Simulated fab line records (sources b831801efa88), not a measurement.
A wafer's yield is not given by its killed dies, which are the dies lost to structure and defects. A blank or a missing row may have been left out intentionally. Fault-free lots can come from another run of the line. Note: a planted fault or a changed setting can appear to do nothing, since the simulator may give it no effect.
Chamber matching :: flow sky130 :: 4 sister chambers for SKY_SPACER_ETCHBACK_02 on rie-diel-03
The step etches Si3N4 in CH3F/O2, stops on SiO2, time 46.7 s, target depth 45 nm. 8 wafers are shown with their chamber, then 7 later ones without.

== WAFERS WITH THEIR CHAMBER ==
wafer: L946.6
chamber: 0
chamber-pressure-mTorr (mTorr): 25.016
throttle-valve-pct (%): 10.573

wafer: L948.3
chamber: 1
chamber-pressure-mTorr (mTorr): 25.005
throttle-valve-pct (%): 10.570

wafer: L948.4
chamber: 2
chamber-pressure-mTorr (mTorr): 24.993
throttle-valve-pct (%): 10.561

wafer: L950.3
chamber: 3
chamber-pressure-mTorr (mTorr): 24.960
throttle-valve-pct (%): 10.560

wafer: L950.4
chamber: 1
chamber-pressure-mTorr (mTorr): 25.017
throttle-valve-pct (%): 10.559

wafer: L950.5
chamber: 2
chamber-pressure-mTorr (mTorr): 24.990
throttle-valve-pct (%): 10.555

wafer: L952.1
chamber: 0
chamber-pressure-mTorr (mTorr): 24.965
throttle-valve-pct (%): 10.557

wafer: L952.3
chamber: 3
chamber-pressure-mTorr (mTorr): 24.974
throttle-valve-pct (%): 10.553

== WAFERS WITH NO CHAMBER GIVEN ==
wafer: L952.5
chamber-pressure-mTorr (mTorr): 24.979
throttle-valve-pct (%): 10.566

wafer: L954.2
chamber-pressure-mTorr (mTorr): 25.043
throttle-valve-pct (%): 10.568

wafer: L954.3
chamber-pressure-mTorr (mTorr): 25.033
throttle-valve-pct (%): 10.571

wafer: L954.6
chamber-pressure-mTorr (mTorr): 24.972
throttle-valve-pct (%): 10.564

wafer: L957.2
chamber-pressure-mTorr (mTorr): 25.024
throttle-valve-pct (%): 10.552

wafer: L957.4
chamber-pressure-mTorr (mTorr): 24.999
throttle-valve-pct (%): 10.574

wafer: L957.6
chamber-pressure-mTorr (mTorr): 25.014
throttle-valve-pct (%): 10.562

== THE CHAMBER EACH PASSED THROUGH ==
wafer: L952.5
from the rows above: can't be placed: 0 or 2 or 3 or 1
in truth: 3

wafer: L954.2
from the rows above: can't be placed: 1 or 0 or 2
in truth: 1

wafer: L954.3
from the rows above: can't be placed: 1 or 0 or 2
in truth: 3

wafer: L954.6
from the rows above: can't be placed: 0 or 3 or 2 or 1
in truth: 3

wafer: L957.2
from the rows above: can't be placed: 1 or 2 or 0 or 3
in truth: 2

wafer: L957.4
from the rows above: can't be placed: 0 or 1 or 2 or 3
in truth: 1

wafer: L957.6
from the rows above: can't be placed: 1 or 2 or 0
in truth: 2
Correct placement for 0 of the 7. These rows do not allow placing 7 (true chamber among the candidates in 6). Number placed wrongly: 0.
How it was worked out, from the rows above alone: a wafer's distance from a chamber is the root of the sum, over the readings, of the square of ((its reading less the chamber's mean) divided by the reading's scatter). If the next closest chamber is less than 2 further off than the closest, the wafer can't be placed; otherwise it belongs to the closest. Each chamber's mean is taken over the wafers shown for it. The scatter: the root of (the sum of the squares of (reading less its chamber's mean) over the shown wafers, divided by (wafers less chambers)).
